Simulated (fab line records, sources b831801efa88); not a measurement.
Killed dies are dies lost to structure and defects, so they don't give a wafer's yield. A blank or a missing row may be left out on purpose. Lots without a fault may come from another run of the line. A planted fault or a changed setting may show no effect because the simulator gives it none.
fab line records | flow sfq_line
record lots=14 wafers=42 last_day=88
route steps=325 shown L0V@16
lots that met no fault: from a run of the same line without faults
start_h: hours from the record's first day to the start of the lot's first wafer shown | wait_h: hours since the lot's step before | " the same as in the row above | L1.1+2: a row that stands for several wafers | - no value, or no start given | * or withheld: withheld | < > ~ a bound
route shown NAME@n: a module of which the file shows steps, and the number in the route of the first | usual: mean/standard deviation of fault-free wafers | same: alike in all rows | chamber/n: place in a boat | sites: the reading at each site | _std_site: their standard deviation | _edge_site: outer sites' mean less inner sites' | radius_mm: how far each site lies from the wafer's centre | mask NAME#n: copy n | behind: the tool/chamber that last shaped the wafer | hold: why the lot was held/for how many hours/how that ended | device: the transistor (n, p or np) that didn't switch | end of line: the same wafers' tests at the end of the route | a step without rows: its recipe alone | killed: dies lost to structure and defects at the first sort, not the wafer's yield | map: a wafer's dies, x killed, . not, _ none there
set.NAME: the setting as run; set.NAME@STEP: as run at that earlier step | model.NAME: the simulator's own value behind a step, which no gauge read
steps of the route over a sample of lots; a table a step, a row a wafer
services: from which hour (start_h, from the record's first day; less than 0 if before it) a tool's chamber was out of use, for how many hours, and why
## steps
# step SFQ_TRILAYER_L0_CAP_PECVD_011
# recipe material=SiO2 temp_c=150 time_s=13.333 pressure_torr=2.4 rf_w=183.3 precursor=SiH4/N2O target_thk_nm=60
# usual heater_power_w=77/12 susceptor_temp_C=150.00/0.16 throttle_valve_pct=26.4/2.7
# columns lot.wafer tool chamber start_h wait_h heater_power_w susceptor_temp_C throttle_valve_pct
L900.1 pecvd-01 0 82.39 0.0 84 149.97 25.0
L900.4 " 1 " " 93 150.14 24.3
L900.5 " 0 " " 87 149.92 24.8
L901.1 pecvd-03 0 90.79 0.0 88 150.31 29.1
L901.3 " 1 " " 74 150.19 26.1
L901.5 " 2 " " 65 149.76 31.5
L904.1 pecvd-03 2 108.29 0.0 68 149.82 31.8
L904.2 " 1 " " 66 149.99 25.9
L904.3 " 0 " " 81 150.17 29.0
L906.1 pecvd-03 0 119.09 0.0 81 150.00 29.3
L906.3 " 2 " " 69 149.74 31.8
L906.5 " 0 " " 81 150.07 29.2
L909.3 pecvd-03 2 134.53 0.0 71 149.95 31.6
L909.4 " 0 " " 77 150.28 29.1
L909.6 " 2 " " 69 149.69 31.6
L913.1 pecvd-01 2 151.37 0.0 74 150.22 24.1
L913.2 " 1 " " 79 149.88 24.2
L913.3 " 0 " " 100 149.93 25.1
L915.1 pecvd-02 1 165.53 0.0 45 150.10 26.1
L915.2 " 0 " " 76 150.09 25.9
L915.4 " 2 " " 78 150.35 24.2
L917.1 pecvd-01 2 177.55 0.0 73 150.05 24.5
L917.2 " 1 " " 82 150.04 24.4
L917.4 " 2 " " 71 150.03 24.2
L918.2 pecvd-01 0 187.05 0.0 91 150.14 25.5
L918.3 " 1 " " 90 150.13 24.5
L918.6 " 0 " " 93 149.90 25.6
L919.3 pecvd-01 2 194.25 0.0 77 150.01 24.5
L919.5 " 1 " " 94 149.71 24.6
L919.6 " 2 " " 78 149.91 24.3
L920.1 pecvd-03 2 202.65 0.0 65 150.01 31.7
L920.2 " 1 " " 65 150.06 25.9
L920.5 " 1 " " 68 149.95 26.0
L921.2 pecvd-02 1 208.66 0.0 56 150.16 23.7
L921.3 " 2 " " 80 149.85 22.5
L921.6 " 0 " " 81 149.87 22.3
L922.1 pecvd-01 0 220.58 0.0 99 150.13 25.4
L922.2 " 1 " " 83 149.70 24.6
L922.4 " 1 " " 84 149.96 24.5
L923.1 pecvd-02 2 227.76 0.0 70 149.94 22.6
L923.2 " 1 " " 56 149.81 24.0
L923.5 " 1 " " 56 149.89 23.7
# step SFQ_TRILAYER_L0_VIA_ETCH_VIA_ETCH_016
# recipe target=SiO2 stop_on=MoNx_KI mask_material=PR chemistry=CHF3 target_depth_nm=80 source_w=500 bias_w=80 pressure_mtorr=30 time_s=withheld
# usual drypump_motor_current_A=5.9/0.71 oes_product_au=0.840/0.007
# columns lot.wafer tool chamber start_h wait_h drypump_motor_current_A oes_product_au
L900.1 rie_diel-01 0 156.53 0.0 5.3 0.838
L900.4 " 1 " " 4.8 0.839
L900.5 " 1 " " 4.8 0.843
L901.1 rie_diel-01 3 165.92 0.0 6.7 0.833
L901.3 " 0 " " 5.3 0.825
L901.5 " 1 " " 4.8 0.845
L904.1 rie_diel-04 1 194.64 0.0 5.3 0.834
L904.2 " 0 " " 5.4 0.835
L904.3 " 2 " " 5.5 0.835
L906.1 rie_diel-04 2 211.44 0.0 5.5 0.753
L906.3 " 1 " " 5.3 0.751
L906.5 " 0 " " 5.4 0.754
L909.3 rie_diel-03 3 236.56 0.0 5.9 0.760
L909.4 " 1 " " 6.5 0.857
L909.6 " 3 " " 5.9 0.857
L913.1 rie_diel-01 0 258.16 0.0 5.3 0.830
L913.2 " 2 " " 6.8 0.829
L913.3 " 3 " " 6.8 0.841
L915.1 rie_diel-01 0 272.68 0.0 5.3 0.829
L915.2 " 2 " " 6.7 0.840
L915.4 " 3 " " 6.8 0.848
L917.1 rie_diel-04 0 288.08 0.0 5.4 0.844
L917.2 " 3 " " 6.6 0.828
L917.4 " 1 " " 5.3 0.836
L918.2 rie_diel-04 1 298.66 0.0 5.3 0.827
L918.3 " 3 " " 6.6 0.836
L918.6 " 1 " " 5.3 0.843
L919.3 rie_diel-04 2 307.23 0.2 5.5 0.832
L919.5 " 2 " " 5.5 0.839
L919.6 " 1 " " 5.3 0.849
L920.1 rie_diel-01 3 310.66 0.0 6.7 0.838
L920.2 " 1 " " 4.8 0.837
L920.5 " 1 " " 4.8 0.837
L921.2 rie_diel-04 1 317.86 0.0 5.3 0.833
L921.3 " 0 " " 5.4 0.830
L921.6 " 2 " " 5.5 0.831
L922.1 rie_diel-04 0 333.37 0.0 5.4 0.852
L922.2 " 1 " " 5.3 0.841
L922.4 " 3 " " 6.7 0.845
L923.1 rie_diel-03 1 338.17 0.0 6.6 0.847
L923.2 " 0 " " 6.3 0.834
L923.5 " 2 " " 5.3 0.847
## services
# columns tool chamber start_h hours kind
rie_diel-04 0 63.37 4.1 repair
rie_diel-01 1 77.48 4.2 repair
pecvd-02 0 100.14 23.4 repair
rie_diel-01 1 119.96 6.1 repair
pecvd-03 - 131.25 0.2 repair
pecvd-02 2 155.67 5.4 repair
pecvd-03 - 166.69 2.8 pm
rie_diel-01 - 171.86 0.2 repair
pecvd-03 2 176.88 2.5 repair
rie_diel-01 1 183.59 4.4 repair
rie_diel-03 0 188.74 10.0 repair
rie_diel-03 - 190.31 0.8 repair
pecvd-02 - 194.25 14.0 pm
rie_diel-01 2 198.07 2.2 repair
rie_diel-04 2 198.97 4.1 repair
pecvd-01 - 243.56 8.5 repair
rie_diel-04 1 251.40 3.4 repair
rie_diel-03 3 251.75 8.8 repair
rie_diel-03 2 259.11 8.9 repair
rie_diel-01 - 274.37 2.5 repair
pecvd-02 - 295.08 1.4 repair
rie_diel-04 2 296.02 5.6 repair
rie_diel-03 0 306.40 2.3 repair
rie_diel-01 0 311.68 10.5 repair
## key
first_sign step=SFQ_TRILAYER_L0_VIA_ETCH_VIA_ETCH_016 reading=oes_product_au direction=down sigmas=12 usual=0.840 struck=0.754
effect none on later readings
met_at SFQ_TRILAYER_L0_CAP_PECVD_011
struck_lots L906,L909
struck_wafers L906.1,L906.3,L906.5,L909.3
onset_between 108.29 119.09
fault kind=process_parameter_drift tool=pecvd-03 chamber=- onset_h=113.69 steps=SFQ_TRILAYER_L0_CAP_PECVD_011 channel=target_thk_nm offset=-10.993 shape=step end_h=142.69 scope=struck_wafers_only acts_in=these_recipes_only stated=60
